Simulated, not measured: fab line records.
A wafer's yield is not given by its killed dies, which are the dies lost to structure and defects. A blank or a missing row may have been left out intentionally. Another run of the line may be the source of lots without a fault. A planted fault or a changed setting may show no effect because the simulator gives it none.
fab line records / flow sfqLine
record lots=14 wafers=42 lastDay=87
route steps=325 shown I2@114 M3@125
lots with no fault: from the same line, run without faults
startH: the number of hours between the record's first day and the start of the first shown wafer of the lot / waitH: hours elapsed since this lot's preceding step / " unchanged from the row above / L1.1+2: a row that stands for several wafers / - no value, or no start given / * or withheld: withheld / < > ~ a bound
route shown NAME@n: a module of which the file shows steps, and the number in the route of the first / usual: average and standard deviation across the fault-free wafers / same: alike in all rows / chamber/n: place in a boat / sites: the reading at each site / _std_site: the values' standard deviation / _edge_site: the outer-site mean with the inner-site mean subtracted / radiusMm: how far each site lies from the wafer's centre / mask NAME#n: copy n / behind: the tool/chamber that last shaped the wafer / hold: the reason the lot was held/the length of the hold in hours/how it ended / device: the n, p or np transistor that did not switch / end of line: the tests these same wafers got at the end of their route / step lacking rows: just its recipe / killed: count of dies lost to structure and defects at first sort (not the wafer's yield) / map: per-die view of a wafer (x killed, . not killed, _ where there is no die)
set.NAME: setting as actually run; set.NAME@STEP: the setting as run at that earlier step / model.NAME: the simulator's own value behind a step, which no gauge read
the route's steps for a sample of lots (tables are steps, rows are wafers)
services: from which hour (startH, from the record's first day; less than 0 if before it) a tool's chamber was out of use, for how many hours, and why
## steps
# step SFQ_TRILAYER_I2_VIA_BARC_OPEN_VIA_ETCH_096
# recipe maskMaterial=PR chemistry=O2 targetDepthNm=125 target=BARC sourceW=500 biasW=80 pressureMtorr=30 timeS=41.7
# usual biasW=80.02/0.26 chamberPressureMTorr=30.003/0.029 drypumpMotorCurrentA=5.9/0.52 oesProductAu=0.685/0.005
lot.wafer=L822.2 tool=rieDiel-02 chamber=2 startH=822.36 waitH=0.0 biasW=80.24 chamberPressureMTorr=30.026 drypumpMotorCurrentA=6.5 oesProductAu=0.687 rfHoursCounterH=3
lot.wafer=L822.4 tool=rieDiel-02 chamber=1 startH=822.36 waitH=0.0 biasW=80.29 chamberPressureMTorr=30.062 drypumpMotorCurrentA=5.9 oesProductAu=0.686 rfHoursCounterH=5
lot.wafer=L822.5 tool=rieDiel-02 chamber=2 startH=822.36 waitH=0.0 biasW=79.77 chamberPressureMTorr=29.984 drypumpMotorCurrentA=6.5 oesProductAu=0.682 rfHoursCounterH=-
lot.wafer=L823.3 tool=rieDiel-01 chamber=2 startH=886.44 waitH=0.0 biasW=80.49 chamberPressureMTorr=29.991 drypumpMotorCurrentA=6.4 oesProductAu=0.690 rfHoursCounterH=10
lot.wafer=L823.4 tool=rieDiel-01 chamber=1 startH=886.44 waitH=0.0 biasW=79.76 chamberPressureMTorr=29.966 drypumpMotorCurrentA=5.2 oesProductAu=0.678 rfHoursCounterH=17
lot.wafer=L823.5 tool=rieDiel-01 chamber=0 startH=886.44 waitH=0.0 biasW=80.37 chamberPressureMTorr=29.973 drypumpMotorCurrentA=5.6 oesProductAu=0.689 rfHoursCounterH=-
lot.wafer=L824.2 tool=rieDiel-03 chamber=0 startH=894.84 waitH=0.0 biasW=79.76 chamberPressureMTorr=30.000 drypumpMotorCurrentA=6.7 oesProductAu=0.693 rfHoursCounterH=9
lot.wafer=L824.4 tool=rieDiel-03 chamber=3 startH=894.84 waitH=0.0 biasW=79.74 chamberPressureMTorr=30.020 drypumpMotorCurrentA=6.1 oesProductAu=0.691 rfHoursCounterH=5
lot.wafer=L824.5 tool=rieDiel-03 chamber=0 startH=894.84 waitH=0.0 biasW=80.05 chamberPressureMTorr=29.955 drypumpMotorCurrentA=6.7 oesProductAu=0.687 rfHoursCounterH=-
lot.wafer=L826.3 tool=rieDiel-01 chamber=0 startH=915.49 waitH=0.0 biasW=79.79 chamberPressureMTorr=29.970 drypumpMotorCurrentA=5.6 oesProductAu=0.678 rfHoursCounterH=7
lot.wafer=L826.5 tool=rieDiel-01 chamber=0 startH=915.49 waitH=0.0 biasW=79.86 chamberPressureMTorr=29.951 drypumpMotorCurrentA=5.6 oesProductAu=0.681 rfHoursCounterH=-
lot.wafer=L826.6 tool=rieDiel-01 chamber=1 startH=915.49 waitH=0.0 biasW=79.70 chamberPressureMTorr=30.032 drypumpMotorCurrentA=5.2 oesProductAu=0.690 rfHoursCounterH=-
lot.wafer=L827.2 tool=rieDiel-02 chamber=2 startH=922.44 waitH=0.0 biasW=79.49 chamberPressureMTorr=30.023 drypumpMotorCurrentA=6.5 oesProductAu=0.679 rfHoursCounterH=5
lot.wafer=L827.4 tool=rieDiel-02 chamber=3 startH=922.44 waitH=0.0 biasW=80.08 chamberPressureMTorr=29.987 drypumpMotorCurrentA=5.1 oesProductAu=0.690 rfHoursCounterH=-
lot.wafer=L827.6 tool=rieDiel-02 chamber=2 startH=922.44 waitH=0.0 biasW=79.43 chamberPressureMTorr=30.040 drypumpMotorCurrentA=6.5 oesProductAu=0.685 rfHoursCounterH=-
lot.wafer=L832.2 tool=rieDiel-01 chamber=2 startH=952.44 waitH=0.0 biasW=- chamberPressureMTorr=- drypumpMotorCurrentA=- oesProductAu=- rfHoursCounterH=-
lot.wafer=L832.4 tool=rieDiel-01 chamber=0 startH=952.44 waitH=0.0 biasW=- chamberPressureMTorr=- drypumpMotorCurrentA=- oesProductAu=- rfHoursCounterH=-
lot.wafer=L832.6 tool=rieDiel-01 chamber=1 startH=952.44 waitH=0.0 biasW=- chamberPressureMTorr=- drypumpMotorCurrentA=- oesProductAu=- rfHoursCounterH=-
lot.wafer=L833.1 tool=rieDiel-02 chamber=0 startH=953.96 waitH=0.0 biasW=- chamberPressureMTorr=- drypumpMotorCurrentA=- oesProductAu=- rfHoursCounterH=-
lot.wafer=L833.3 tool=rieDiel-02 chamber=2 startH=953.96 waitH=0.0 biasW=- chamberPressureMTorr=- drypumpMotorCurrentA=- oesProductAu=- rfHoursCounterH=-
lot.wafer=L833.6 tool=rieDiel-02 chamber=2 startH=953.96 waitH=0.0 biasW=- chamberPressureMTorr=- drypumpMotorCurrentA=- oesProductAu=- rfHoursCounterH=-
lot.wafer=L839.2 tool=rieDiel-01 chamber=0 startH=1012.69 waitH=0.0 biasW=79.72 chamberPressureMTorr=30.054 drypumpMotorCurrentA=5.6 oesProductAu=0.685 rfHoursCounterH=10
lot.wafer=L839.4 tool=rieDiel-01 chamber=2 startH=1012.69 waitH=0.0 biasW=80.05 chamberPressureMTorr=30.008 drypumpMotorCurrentA=6.4 oesProductAu=0.680 rfHoursCounterH=13
lot.wafer=L839.6 tool=rieDiel-01 chamber=2 startH=1012.69 waitH=0.0 biasW=80.23 chamberPressureMTorr=29.985 drypumpMotorCurrentA=6.4 oesProductAu=0.681 rfHoursCounterH=-
lot.wafer=L840.1 tool=rieDiel-01 chamber=0 startH=1025.30 waitH=0.0 biasW=79.92 chamberPressureMTorr=30.022 drypumpMotorCurrentA=5.6 oesProductAu=0.682 rfHoursCounterH=10
lot.wafer=L840.2 tool=rieDiel-01 chamber=1 startH=1025.30 waitH=0.0 biasW=80.03 chamberPressureMTorr=30.052 drypumpMotorCurrentA=5.2 oesProductAu=0.676 rfHoursCounterH=20
lot.wafer=L840.5 tool=rieDiel-01 chamber=3 startH=1025.30 waitH=0.0 biasW=80.20 chamberPressureMTorr=30.008 drypumpMotorCurrentA=5.4 oesProductAu=0.693 rfHoursCounterH=-
lot.wafer=L841.1 tool=rieDiel-01 chamber=0 startH=1163.57 waitH=0.0 biasW=79.88 chamberPressureMTorr=30.004 drypumpMotorCurrentA=5.6 oesProductAu=0.674 rfHoursCounterH=11
lot.wafer=L841.2 tool=rieDiel-01 chamber=3 startH=1163.57 waitH=0.0 biasW=80.00 chamberPressureMTorr=30.010 drypumpMotorCurrentA=5.4 oesProductAu=0.679 rfHoursCounterH=13
lot.wafer=L841.3 tool=rieDiel-01 chamber=2 startH=1163.57 waitH=0.0 biasW=79.83 chamberPressureMTorr=29.997 drypumpMotorCurrentA=6.3 oesProductAu=0.682 rfHoursCounterH=15
lot.wafer=L842.2 tool=rieDiel-02 chamber=3 startH=1168.37 waitH=0.0 biasW=79.95 chamberPressureMTorr=29.978 drypumpMotorCurrentA=5.1 oesProductAu=0.698 rfHoursCounterH=1
lot.wafer=L842.3 tool=rieDiel-02 chamber=2 startH=1168.37 waitH=0.0 biasW=80.07 chamberPressureMTorr=30.035 drypumpMotorCurrentA=6.5 oesProductAu=0.684 rfHoursCounterH=9
lot.wafer=L842.6 tool=rieDiel-02 chamber=0 startH=1168.37 waitH=0.0 biasW=80.50 chamberPressureMTorr=30.004 drypumpMotorCurrentA=5.4 oesProductAu=0.700 rfHoursCounterH=-
lot.wafer=L843.1 tool=rieDiel-02 chamber=2 startH=1173.17 waitH=0.0 biasW=80.46 chamberPressureMTorr=30.027 drypumpMotorCurrentA=6.5 oesProductAu=0.685 rfHoursCounterH=9
lot.wafer=L843.2 tool=rieDiel-02 chamber=0 startH=1173.17 waitH=0.0 biasW=79.81 chamberPressureMTorr=29.982 drypumpMotorCurrentA=5.4 oesProductAu=0.691 rfHoursCounterH=4
lot.wafer=L843.3 tool=rieDiel-02 chamber=1 startH=1173.17 waitH=0.0 biasW=80.01 chamberPressureMTorr=30.042 drypumpMotorCurrentA=5.9 oesProductAu=0.686 rfHoursCounterH=12
lot.wafer=L844.2 tool=rieDiel-03 chamber=0 startH=1184.79 waitH=0.0 biasW=80.09 chamberPressureMTorr=30.015 drypumpMotorCurrentA=6.7 oesProductAu=0.679 rfHoursCounterH=13
lot.wafer=L844.5 tool=rieDiel-03 chamber=2 startH=1184.79 waitH=0.0 biasW=80.34 chamberPressureMTorr=30.011 drypumpMotorCurrentA=6.3 oesProductAu=0.695 rfHoursCounterH=-
lot.wafer=L844.6 tool=rieDiel-03 chamber=1 startH=1184.79 waitH=0.0 biasW=79.67 chamberPressureMTorr=30.008 drypumpMotorCurrentA=6.2 oesProductAu=0.688 rfHoursCounterH=-
lot.wafer=L845.3 tool=rieDiel-02 chamber=0 startH=1190.79 waitH=0.0 biasW=79.83 chamberPressureMTorr=29.974 drypumpMotorCurrentA=5.4 oesProductAu=0.690 rfHoursCounterH=4
lot.wafer=L845.5 tool=rieDiel-02 chamber=2 startH=1190.79 waitH=0.0 biasW=80.04 chamberPressureMTorr=29.997 drypumpMotorCurrentA=6.5 oesProductAu=0.679 rfHoursCounterH=-
lot.wafer=L845.6 tool=rieDiel-02 chamber=1 startH=1190.79 waitH=0.0 biasW=80.15 chamberPressureMTorr=30.055 drypumpMotorCurrentA=5.8 oesProductAu=0.691 rfHoursCounterH=-
# step SFQ_TRILAYER_I2_VIA_ETCH_VIA_ETCH_070
# recipe target=SiO2 stopOn=Nb maskMaterial=PR taperDeg=20 chemistry=CHF3 targetDepthNm=260 sourceW=500 biasW=80 pressureMtorr=30 timeS=withheld
# usual biasW=79.98/0.23 chamberPressureMTorr=29.997/0.03 drypumpMotorCurrentA=5.9/0.52 oesProductAu=0.854/0.0051
lot.wafer=L822.2 tool=rieDiel-02 chamber=2 startH=822.40 waitH=0.0 biasW=79.70 chamberPressureMTorr=30.005 drypumpMotorCurrentA=6.5 oesProductAu=0.846
lot.wafer=L822.4 tool=rieDiel-02 chamber=1 startH=822.40 waitH=0.0 biasW=80.09 chamberPressureMTorr=30.029 drypumpMotorCurrentA=5.9 oesProductAu=0.855
lot.wafer=L822.5 tool=rieDiel-02 chamber=2 startH=822.40 waitH=0.0 biasW=79.89 chamberPressureMTorr=29.998 drypumpMotorCurrentA=6.5 oesProductAu=0.850
lot.wafer=L823.3 tool=rieDiel-01 chamber=2 startH=886.48 waitH=0.0 biasW=79.81 chamberPressureMTorr=30.007 drypumpMotorCurrentA=6.4 oesProductAu=0.861
lot.wafer=L823.4 tool=rieDiel-01 chamber=1 startH=886.48 waitH=0.0 biasW=79.71 chamberPressureMTorr=29.982 drypumpMotorCurrentA=5.2 oesProductAu=0.856
lot.wafer=L823.5 tool=rieDiel-01 chamber=0 startH=886.48 waitH=0.0 biasW=79.87 chamberPressureMTorr=30.053 drypumpMotorCurrentA=5.6 oesProductAu=0.858
lot.wafer=L824.2 tool=rieDiel-03 chamber=0 startH=894.88 waitH=0.0 biasW=80.21 chamberPressureMTorr=30.037 drypumpMotorCurrentA=6.7 oesProductAu=0.852
lot.wafer=L824.4 tool=rieDiel-03 chamber=3 startH=894.88 waitH=0.0 biasW=80.20 chamberPressureMTorr=29.959 drypumpMotorCurrentA=6.2 oesProductAu=0.851
lot.wafer=L824.5 tool=rieDiel-03 chamber=0 startH=894.88 waitH=0.0 biasW=80.29 chamberPressureMTorr=30.049 drypumpMotorCurrentA=6.7 oesProductAu=0.851
lot.wafer=L826.3 tool=rieDiel-01 chamber=0 startH=915.53 waitH=0.0 biasW=79.93 chamberPressureMTorr=29.960 drypumpMotorCurrentA=5.6 oesProductAu=0.857
lot.wafer=L826.5 tool=rieDiel-01 chamber=0 startH=915.53 waitH=0.0 biasW=80.17 chamberPressureMTorr=30.021 drypumpMotorCurrentA=5.6 oesProductAu=0.858
lot.wafer=L826.6 tool=rieDiel-01 chamber=1 startH=915.53 waitH=0.0 biasW=79.60 chamberPressureMTorr=30.002 drypumpMotorCurrentA=5.1 oesProductAu=0.860
lot.wafer=L827.2 tool=rieDiel-02 chamber=2 startH=922.48 waitH=0.0 biasW=80.05 chamberPressureMTorr=29.980 drypumpMotorCurrentA=6.5 oesProductAu=0.854
lot.wafer=L827.4 tool=rieDiel-02 chamber=3 startH=922.48 waitH=0.0 biasW=79.81 chamberPressureMTorr=29.935 drypumpMotorCurrentA=5.1 oesProductAu=0.856
lot.wafer=L827.6 tool=rieDiel-02 chamber=2 startH=922.48 waitH=0.0 biasW=79.99 chamberPressureMTorr=30.002 drypumpMotorCurrentA=6.5 oesProductAu=0.845
lot.wafer=L832.2 tool=rieDiel-01 chamber=2 startH=952.48 waitH=0.0 biasW=80.27 chamberPressureMTorr=29.920 drypumpMotorCurrentA=6.4 oesProductAu=0.371
lot.wafer=L832.4 tool=rieDiel-01 chamber=0 startH=952.48 waitH=0.0 biasW=79.74 chamberPressureMTorr=29.990 drypumpMotorCurrentA=5.6 oesProductAu=0.374
lot.wafer=L832.6 tool=rieDiel-01 chamber=1 startH=952.48 waitH=0.0 biasW=79.62 chamberPressureMTorr=30.000 drypumpMotorCurrentA=5.2 oesProductAu=0.371
lot.wafer=L833.1 tool=rieDiel-02 chamber=0 startH=954.00 waitH=0.0 biasW=80.23 chamberPressureMTorr=29.979 drypumpMotorCurrentA=5.5 oesProductAu=0.383
lot.wafer=L833.3 tool=rieDiel-02 chamber=2 startH=954.00 waitH=0.0 biasW=79.97 chamberPressureMTorr=29.938 drypumpMotorCurrentA=6.5 oesProductAu=0.374
lot.wafer=L833.6 tool=rieDiel-02 chamber=2 startH=954.00 waitH=0.0 biasW=79.81 chamberPressureMTorr=29.997 drypumpMotorCurrentA=6.5 oesProductAu=0.381
lot.wafer=L839.2 tool=rieDiel-01 chamber=0 startH=1012.73 waitH=0.0 biasW=79.96 chamberPressureMTorr=29.965 drypumpMotorCurrentA=5.6 oesProductAu=0.857
lot.wafer=L839.4 tool=rieDiel-01 chamber=2 startH=1012.73 waitH=0.0 biasW=80.41 chamberPressureMTorr=29.981 drypumpMotorCurrentA=6.3 oesProductAu=0.851
lot.wafer=L839.6 tool=rieDiel-01 chamber=2 startH=1012.73 waitH=0.0 biasW=80.13 chamberPressureMTorr=30.015 drypumpMotorCurrentA=6.3 oesProductAu=0.853
lot.wafer=L840.1 tool=rieDiel-01 chamber=0 startH=1025.34 waitH=0.0 biasW=80.08 chamberPressureMTorr=30.026 drypumpMotorCurrentA=5.6 oesProductAu=0.857
lot.wafer=L840.2 tool=rieDiel-01 chamber=1 startH=1025.34 waitH=0.0 biasW=79.89 chamberPressureMTorr=29.967 drypumpMotorCurrentA=5.2 oesProductAu=0.857
lot.wafer=L840.5 tool=rieDiel-01 chamber=3 startH=1025.34 waitH=0.0 biasW=80.30 chamberPressureMTorr=30.048 drypumpMotorCurrentA=5.4 oesProductAu=0.848
lot.wafer=L841.1 tool=rieDiel-01 chamber=0 startH=1163.60 waitH=0.0 biasW=80.15 chamberPressureMTorr=30.019 drypumpMotorCurrentA=5.6 oesProductAu=0.857
lot.wafer=L841.2 tool=rieDiel-01 chamber=3 startH=1163.60 waitH=0.0 biasW=79.83 chamberPressureMTorr=29.971 drypumpMotorCurrentA=5.4 oesProductAu=0.854
lot.wafer=L841.3 tool=rieDiel-01 chamber=2 startH=1163.60 waitH=0.0 biasW=79.99 chamberPressureMTorr=30.008 drypumpMotorCurrentA=6.4 oesProductAu=0.849
lot.wafer=L842.2 tool=rieDiel-02 chamber=3 startH=1168.40 waitH=0.0 biasW=80.53 chamberPressureMTorr=30.000 drypumpMotorCurrentA=5.1 oesProductAu=0.841
lot.wafer=L842.3 tool=rieDiel-02 chamber=2 startH=1168.40 waitH=0.0 biasW=79.50 chamberPressureMTorr=29.990 drypumpMotorCurrentA=6.5 oesProductAu=0.839
lot.wafer=L842.6 tool=rieDiel-02 chamber=0 startH=1168.40 waitH=0.0 biasW=79.96 chamberPressureMTorr=29.983 drypumpMotorCurrentA=5.4 oesProductAu=0.859
lot.wafer=L843.1 tool=rieDiel-02 chamber=2 startH=1173.20 waitH=0.0 biasW=79.72 chamberPressureMTorr=30.019 drypumpMotorCurrentA=6.5 oesProductAu=0.845
lot.wafer=L843.2 tool=rieDiel-02 chamber=0 startH=1173.20 waitH=0.0 biasW=80.16 chamberPressureMTorr=29.969 drypumpMotorCurrentA=5.4 oesProductAu=0.845
lot.wafer=L843.3 tool=rieDiel-02 chamber=1 startH=1173.20 waitH=0.0 biasW=79.81 chamberPressureMTorr=30.014 drypumpMotorCurrentA=5.8 oesProductAu=0.844
lot.wafer=L844.2 tool=rieDiel-03 chamber=0 startH=1184.83 waitH=0.0 biasW=79.94 chamberPressureMTorr=30.025 drypumpMotorCurrentA=6.7 oesProductAu=0.863
lot.wafer=L844.5 tool=rieDiel-03 chamber=2 startH=1184.83 waitH=0.0 biasW=79.79 chamberPressureMTorr=29.988 drypumpMotorCurrentA=6.3 oesProductAu=0.853
lot.wafer=L844.6 tool=rieDiel-03 chamber=1 startH=1184.83 waitH=0.0 biasW=79.88 chamberPressureMTorr=30.028 drypumpMotorCurrentA=6.2 oesProductAu=0.845
lot.wafer=L845.3 tool=rieDiel-02 chamber=0 startH=1190.83 waitH=0.0 biasW=79.74 chamberPressureMTorr=30.005 drypumpMotorCurrentA=5.4 oesProductAu=0.844
lot.wafer=L845.5 tool=rieDiel-02 chamber=2 startH=1190.83 waitH=0.0 biasW=79.97 chamberPressureMTorr=30.021 drypumpMotorCurrentA=6.5 oesProductAu=0.856
lot.wafer=L845.6 tool=rieDiel-02 chamber=1 startH=1190.83 waitH=0.0 biasW=79.63 chamberPressureMTorr=30.020 drypumpMotorCurrentA=5.8 oesProductAu=0.846
# step SFQ_TRILAYER_M3_LITHO_EXPOSE_076
# recipe maskId=M3 na=0.6 sourceShape=conventional sigmaOuter=0.65 targetCdNm=500 doseMj=14.4
# usual exposureDoseMJCm2=14.401/0.016 focusOffsetNm=0.0/0.56
lot.wafer=L822.2 tool=krfScanner-02 chamber=0 startH=825.07 waitH=- mask=M3#0 exposureDoseMJCm2=14.375 focusOffsetNm=0.1
lot.wafer=L822.4 tool=krfScanner-02 chamber=0 startH=825.07 waitH=- mask=M3#0 exposureDoseMJCm2=14.413 focusOffsetNm=0.3
lot.wafer=L822.5 tool=krfScanner-02 chamber=0 startH=825.07 waitH=- mask=M3#0 exposureDoseMJCm2=14.369 focusOffsetNm=0.0
lot.wafer=L823.3 tool=krfScanner-01 chamber=0 startH=890.05 waitH=- mask=M3#0 exposureDoseMJCm2=14.394 focusOffsetNm=0.1
lot.wafer=L823.4 tool=krfScanner-01 chamber=0 startH=890.05 waitH=- mask=M3#0 exposureDoseMJCm2=14.414 focusOffsetNm=-0.5
lot.wafer=L823.5 tool=krfScanner-01 chamber=0 startH=890.05 waitH=- mask=M3#0 exposureDoseMJCm2=14.399 focusOffsetNm=-0.4
lot.wafer=L824.2 tool=krfScanner-01 chamber=0 startH=897.65 waitH=- mask=M3#0 exposureDoseMJCm2=14.414 focusOffsetNm=0.7
lot.wafer=L824.4 tool=krfScanner-01 chamber=0 startH=897.65 waitH=- mask=M3#0 exposureDoseMJCm2=14.385 focusOffsetNm=0.6
lot.wafer=L824.5 tool=krfScanner-01 chamber=0 startH=897.65 waitH=- mask=M3#0 exposureDoseMJCm2=14.412 focusOffsetNm=1.5
lot.wafer=L826.3 tool=krfScanner-01 chamber=0 startH=919.23 waitH=- mask=M3#0 exposureDoseMJCm2=14.373 focusOffsetNm=0.3
lot.wafer=L826.5 tool=krfScanner-01 chamber=0 startH=919.23 waitH=- mask=M3#0 exposureDoseMJCm2=14.394 focusOffsetNm=-0.1
lot.wafer=L826.6 tool=krfScanner-01 chamber=0 startH=919.23 waitH=- mask=M3#0 exposureDoseMJCm2=14.384 focusOffsetNm=0.4
lot.wafer=L827.2 tool=krfScanner-01 chamber=0 startH=928.63 waitH=- mask=M3#0 exposureDoseMJCm2=14.352 focusOffsetNm=-0.1
lot.wafer=L827.4 tool=krfScanner-01 chamber=0 startH=928.63 waitH=- mask=M3#0 exposureDoseMJCm2=14.393 focusOffsetNm=-0.4
lot.wafer=L827.6 tool=krfScanner-01 chamber=0 startH=928.63 waitH=- mask=M3#0 exposureDoseMJCm2=14.397 focusOffsetNm=-0.7
lot.wafer=L832.2 tool=krfScanner-02 chamber=- startH=1090.70 waitH=- mask=M3#0 exposureDoseMJCm2=- focusOffsetNm=-
lot.wafer=L832.4 tool=krfScanner-02 chamber=- startH=1090.70 waitH=- mask=M3#0 exposureDoseMJCm2=- focusOffsetNm=-
lot.wafer=L832.6 tool=krfScanner-02 chamber=- startH=1090.70 waitH=- mask=M3#0 exposureDoseMJCm2=- focusOffsetNm=-
lot.wafer=L833.1 tool=krfScanner-02 chamber=- startH=1092.90 waitH=- mask=M3#0 exposureDoseMJCm2=- focusOffsetNm=-
lot.wafer=L833.3 tool=krfScanner-02 chamber=- startH=1092.90 waitH=- mask=M3#0 exposureDoseMJCm2=- focusOffsetNm=-
lot.wafer=L833.6 tool=krfScanner-02 chamber=- startH=1092.90 waitH=- mask=M3#0 exposureDoseMJCm2=- focusOffsetNm=-
lot.wafer=L839.2 tool=krfScanner-01 chamber=0 startH=1114.82 waitH=- mask=M3#0 exposureDoseMJCm2=14.398 focusOffsetNm=-0.4
lot.wafer=L839.4 tool=krfScanner-01 chamber=0 startH=1114.82 waitH=- mask=M3#0 exposureDoseMJCm2=14.420 focusOffsetNm=0.0
lot.wafer=L839.6 tool=krfScanner-01 chamber=0 startH=1114.82 waitH=- mask=M3#0 exposureDoseMJCm2=14.400 focusOffsetNm=-0.5
lot.wafer=L840.1 tool=krfScanner-01 chamber=0 startH=1115.82 waitH=- mask=M3#0 exposureDoseMJCm2=14.385 focusOffsetNm=0.5
lot.wafer=L840.2 tool=krfScanner-01 chamber=0 startH=1115.82 waitH=- mask=M3#0 exposureDoseMJCm2=14.389 focusOffsetNm=-0.2
lot.wafer=L840.5 tool=krfScanner-01 chamber=0 startH=1115.82 waitH=- mask=M3#0 exposureDoseMJCm2=14.397 focusOffsetNm=0.3
lot.wafer=L841.1 tool=krfScanner-01 chamber=0 startH=1284.17 waitH=- mask=M3#0 exposureDoseMJCm2=14.387 focusOffsetNm=-0.2
lot.wafer=L841.2 tool=krfScanner-01 chamber=0 startH=1284.17 waitH=- mask=M3#0 exposureDoseMJCm2=14.400 focusOffsetNm=0.0
lot.wafer=L841.3 tool=krfScanner-01 chamber=0 startH=1284.17 waitH=- mask=M3#0 exposureDoseMJCm2=14.393 focusOffsetNm=-0.5
lot.wafer=L842.2 tool=krfScanner-01 chamber=0 startH=1286.77 waitH=- mask=M3#0 exposureDoseMJCm2=14.400 focusOffsetNm=0.9
lot.wafer=L842.3 tool=krfScanner-01 chamber=0 startH=1286.77 waitH=- mask=M3#0 exposureDoseMJCm2=14.411 focusOffsetNm=0.2
lot.wafer=L842.6 tool=krfScanner-01 chamber=0 startH=1286.77 waitH=- mask=M3#0 exposureDoseMJCm2=14.403 focusOffsetNm=0.8
lot.wafer=L843.1 tool=krfScanner-01 chamber=0 startH=1290.17 waitH=- mask=M3#0 exposureDoseMJCm2=14.419 focusOffsetNm=0.2
lot.wafer=L843.2 tool=krfScanner-01 chamber=0 startH=1290.17 waitH=- mask=M3#0 exposureDoseMJCm2=14.433 focusOffsetNm=0.6
lot.wafer=L843.3 tool=krfScanner-01 chamber=0 startH=1290.17 waitH=- mask=M3#0 exposureDoseMJCm2=14.422 focusOffsetNm=-0.4
lot.wafer=L844.2 tool=krfScanner-01 chamber=0 startH=1305.97 waitH=- mask=M3#0 exposureDoseMJCm2=14.415 focusOffsetNm=-0.5
lot.wafer=L844.5 tool=krfScanner-01 chamber=0 startH=1305.97 waitH=- mask=M3#0 exposureDoseMJCm2=14.399 focusOffsetNm=-0.8
lot.wafer=L844.6 tool=krfScanner-01 chamber=0 startH=1305.97 waitH=- mask=M3#0 exposureDoseMJCm2=14.416 focusOffsetNm=-0.8
lot.wafer=L845.3 tool=krfScanner-01 chamber=0 startH=1315.77 waitH=- mask=M3#0 exposureDoseMJCm2=14.369 focusOffsetNm=0.7
lot.wafer=L845.5 tool=krfScanner-01 chamber=0 startH=1315.77 waitH=- mask=M3#0 exposureDoseMJCm2=14.401 focusOffsetNm=-0.1
lot.wafer=L845.6 tool=krfScanner-01 chamber=0 startH=1315.77 waitH=- mask=M3#0 exposureDoseMJCm2=14.366 focusOffsetNm=0.4
## services
tool=rieDiel-01 chamber=2 startH=810.09 hours=6.8 kind=repair
tool=krfScanner-01 chamber=- startH=813.57 hours=1.0 kind=pm
tool=rieDiel-01 chamber=1 startH=873.81 hours=7.0 kind=repair
tool=krfScanner-01 chamber=- startH=879.62 hours=1.3 kind=pm
tool=krfScanner-01 chamber=- startH=908.25 hours=0.8 kind=pm
tool=rieDiel-02 chamber=1 startH=946.14 hours=8.3 kind=repair
tool=krfScanner-01 chamber=- startH=982.43 hours=1.0 kind=pm
tool=rieDiel-01 chamber=3 startH=998.70 hours=2.5 kind=repair
tool=rieDiel-01 chamber=1 startH=1018.26 hours=1.7 kind=repair
tool=rieDiel-01 chamber=2 startH=1020.11 hours=1.8 kind=repair
tool=krfScanner-01 chamber=- startH=1021.11 hours=1.5 kind=repair
tool=rieDiel-02 chamber=2 startH=1028.91 hours=2.3 kind=repair
tool=rieDiel-02 chamber=- startH=1038.84 hours=0.3 kind=repair
tool=rieDiel-01 chamber=- startH=1041.32 hours=2.8 kind=pm
tool=krfScanner-01 chamber=- startH=1056.16 hours=1.3 kind=pm
tool=rieDiel-02 chamber=0 startH=1056.84 hours=24.0 kind=repair
tool=krfScanner-01 chamber=- startH=1077.17 hours=0.8 kind=pm
tool=rieDiel-02 chamber=2 startH=1083.20 hours=8.0 kind=repair
tool=rieDiel-02 chamber=1 startH=1083.73 hours=4.5 kind=repair
tool=rieDiel-02 chamber=1 startH=1134.64 hours=6.3 kind=repair
tool=rieDiel-02 chamber=2 startH=1137.70 hours=22.2 kind=repair
tool=rieDiel-02 chamber=1 startH=1150.27 hours=8.0 kind=repair
tool=rieDiel-01 chamber=- startH=1150.45 hours=11.4 kind=repair
tool=rieDiel-02 chamber=1 startH=1269.97 hours=3.2 kind=repair
## key
firstSign step=SFQ_TRILAYER_I2_VIA_BARC_OPEN_VIA_ETCH_096 reading=toolRecord direction=missing
effect step=SFQ_TRILAYER_I2_VIA_ETCH_VIA_ETCH_070 reading=oesProductAu direction=down sigmas=94 usual=0.854 struck=0.376
effect step=SFQ_TRILAYER_M3_LITHO_EXPOSE_076 reading=toolRecord direction=missing
metAt SFQ_TRILAYER_I2_VIA_BARC_OPEN_VIA_ETCH_096
struckLots L832,L833
onsetBetween 922.44 952.44
fault kind=skippedStepWhole tool=rieDiel-01,rieDiel-02 chamber=- onsetH=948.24 steps=SFQ_TRILAYER_I2_VIA_BARC_OPEN_VIA_ETCH_096 scope=struckLotsOnly
